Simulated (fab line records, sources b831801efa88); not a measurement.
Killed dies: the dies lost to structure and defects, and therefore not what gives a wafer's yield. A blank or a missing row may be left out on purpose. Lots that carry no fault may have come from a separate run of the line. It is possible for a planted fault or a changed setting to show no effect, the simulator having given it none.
The same fault as seen by 2 desks :: flow sky130 :: each desk has only its own numbers; what lay behind them comes last

## DESK OF THE TOOL OWNER: implanter-02
The tool's own readings at SKY_LDD_N_IMPLANT_12: means of the sampled wafers that have a number, for each lot that ran on this tool. The brackets show how far a lot's mean lies from the usual mean; more than 4 standard deviations puts the lot out of limits, marked OUT.
Columns: A = beamEnergyKeV at SKY_LDD_N_IMPLANT_12, usual 50.001; B = doseIonsCm2 at SKY_LDD_N_IMPLANT_12, usual 5e+12; C = tiltDeg at SKY_LDD_N_IMPLANT_12, usual 29.999 degrees
lot: L903
first seen here: day 21 19:14
A: 50.006
B: 5e+12
C: 30.001

lot: L904
first seen here: day 22 07:56
A: 50.020
B: 5e+12
C: 29.987

lot: L906
first seen here: day 23 18:27
A: 50.019
B: 5e+12
C: 30.004
Finding of this desk: none of the 3 lots has anything out of limits.

## THE METROLOGY DESK
Means of the sampled wafers that have a number, per lot and without regard to the tool the lot ran on: this is what the gauges read. The brackets show how far a lot's mean lies from the usual mean; more than 4 standard deviations puts the lot out of limits, marked OUT.
Columns: A = LDD_N_OVL at SKY_LDD_N_OVL_MEAS_07, usual -0.6 nm; B = LDD_N_TW at SKY_LDD_N_TW_MEAS_17, usual 2578; C = cdNm at SKY_LDD_P_CD_MEAS_07, usual 379.7 nm; D = LDD_P_OVL at SKY_LDD_P_OVL_MEAS_08, usual 0.8 nm; E = LDD_P_TW at SKY_LDD_P_TW_MEAS_11, usual 644; F = LDD_HVN_OVL at SKY_LDD_HVN_OVL_MEAS_07, usual 1.4 nm; G = LDD_HVN_TW at SKY_LDD_HVN_TW_MEAS_10, usual 1439
lot: L892
first seen here: day 19 12:09
A: 0.2
B: 2560
C: 377.4
D: 0.5
E: 641
F: 1.6
G: 1470

lot: L900
first seen here: day 20 22:01
A: -1.2
B: 2573
C: 380.4
D: -0.6
E: 651
F: 1.2
G: 1442

lot: L903
first seen here: day 21 18:35
A: -1.8
B: 2584
C: 379.6
D: -0.2
E: 634
F: 2.2
G: 1445

lot: L904
first seen here: day 22 07:18
A: -0.3
B: 2611
C: 379.5
D: -1.2
E: 636
F: -0.2
G: 1443

lot: L906
first seen here: day 23 17:46
A: 1.1
B: 2575
C: 379.1
D: 0.6
E: 651
F: 1.3
G: 1476

lot: L915
first seen here: day 26 09:07
A: -1.6
B: 2601
C: 382.5
D: -0.6
E: 650
F: 1.5
G: 1439
Finding of this desk: none of the 6 lots has anything out of limits.

## BROUGHT TOGETHER
The desk of the tool owner found nothing out of limits.
Metrology desk: nothing out of limits seen.

## WHAT HAD BEEN PUT IN BY THE SIMULATOR
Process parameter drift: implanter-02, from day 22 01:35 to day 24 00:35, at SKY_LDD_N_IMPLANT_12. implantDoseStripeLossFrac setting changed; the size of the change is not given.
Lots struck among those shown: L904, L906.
